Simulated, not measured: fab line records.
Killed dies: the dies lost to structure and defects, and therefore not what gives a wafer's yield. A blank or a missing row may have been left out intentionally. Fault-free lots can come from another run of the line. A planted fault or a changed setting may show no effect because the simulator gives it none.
A struck lot beside a sound one	flow gf180mcu	14 steps out of a route of 602
Sound: wafers L132.2, L132.4, L132.5. Wafers struck: L139.1, L139.2, L139.5. Last of all comes the cause.
Per side, at each step with rows, come the tool, then ch with its chambers, and then its first start. Under that, the readings that differ: sound wafers	struck wafers	difference of the means	sigmas: that difference in standard deviations of wafers without a fault.
alike: words and numbers the same on both sides, and readings whose means are apart by under 2 such deviations; not compared: readings that were withheld, readings missing a value for some wafer, numbers with overlapping values and no deviation given by the record, and bounds like >300 which may hide the same value.
Wherever a step has rows on one side only, a row that says differs or no value, or a row with sigmas, the two part there. Numbers that don't overlap but have no deviation are shown without sigmas and don't part them. Lack of a reading on every wafer of one side parts them only where that side has two or more wafers.

GF_M2_SPUTTER_00: material Ti, target thk 37.5 nm, time 150 s.
  sound on pvd-sputter-01, day 20 06:32; struck on pvd-sputter-02, day 22 21:04
  alike: substrate-temp-c, throttle-valve-pct
GF_M2_SPUTTER_01: material TiN, target thk 30 nm, time 25 s.
  sound on pvd-sputter-01, day 20 06:38; struck on pvd-sputter-02, day 22 21:10
  alike: throttle-valve-pct
GF_M2_SPUTTER_02: material AlCu, target thk 450 nm, time 23.9 s.
  sound on pvd-sputter-01, day 20 06:40; struck on pvd-sputter-02, day 22 21:12
  alike: throttle-valve-pct
GF_M2_SPUTTER_03: material Ti, target thk 10 nm, time 6.7 s.
  sound on pvd-sputter-01, day 20 06:41; struck on pvd-sputter-02, day 22 21:14
  alike: substrate-temp-c, throttle-valve-pct
GF_M2_SPUTTER_04: material TiN, target thk 50 nm, time 41.7 s.
  sound on pvd-sputter-01, day 20 06:43; struck on pvd-sputter-02, day 22 21:15
  alike: throttle-valve-pct
GF_M2_RS_MEAS_05: uses a four-point probe to measure.
  sound on film-metro-02, day 20 06:46; struck on film-metro-03, day 22 21:17
reading	sound	struck	difference	sigmas
M2_ALCU_RS (ohm/sq)	0.0687 0.0687 0.0692	0.0707 0.0708 0.0703	+0.0017	+3
GF_M2_THK_MEAS_06: measures by xrf.
  sound on film-metro-02, day 20 06:53; struck on film-metro-03, day 22 21:25
  alike: M2_ALCU_THK
then, 5 steps without rows for these wafers: GF_M2_DEHYDRATE_07 (time 60 s); GF_M2_HMDS_08 (prime time 60 s); GF_M2_COAT_09 (resist thk 1000 nm); GF_M2_SOFTBAKE_10 (time 60 s); GF_M2_EXPOSE_11 (exposes mask Metal2, target cd 280 nm).
GF_M2_PEB_12: peb time 90 s.
  struck on litho-track-02, day 23 19:46; sound on litho-track-02 ch 0, day 21 06:06
  no value came back on the struck wafers for chill-plate-temp-C (C), exhaust-pa (Pa), peb-time-s (s); on the sound wafers chill-plate-temp-C (C) reads 23.11 23.03 22.95
then, 1 step without rows for these wafers: GF_M2_DEVELOP_13 (develop time 60 s).

WHERE THEY PART
First at GF_M2_RS_MEAS_05; last, within this record, at GF_M2_PEB_12.

WHY: what had been put in by the simulator
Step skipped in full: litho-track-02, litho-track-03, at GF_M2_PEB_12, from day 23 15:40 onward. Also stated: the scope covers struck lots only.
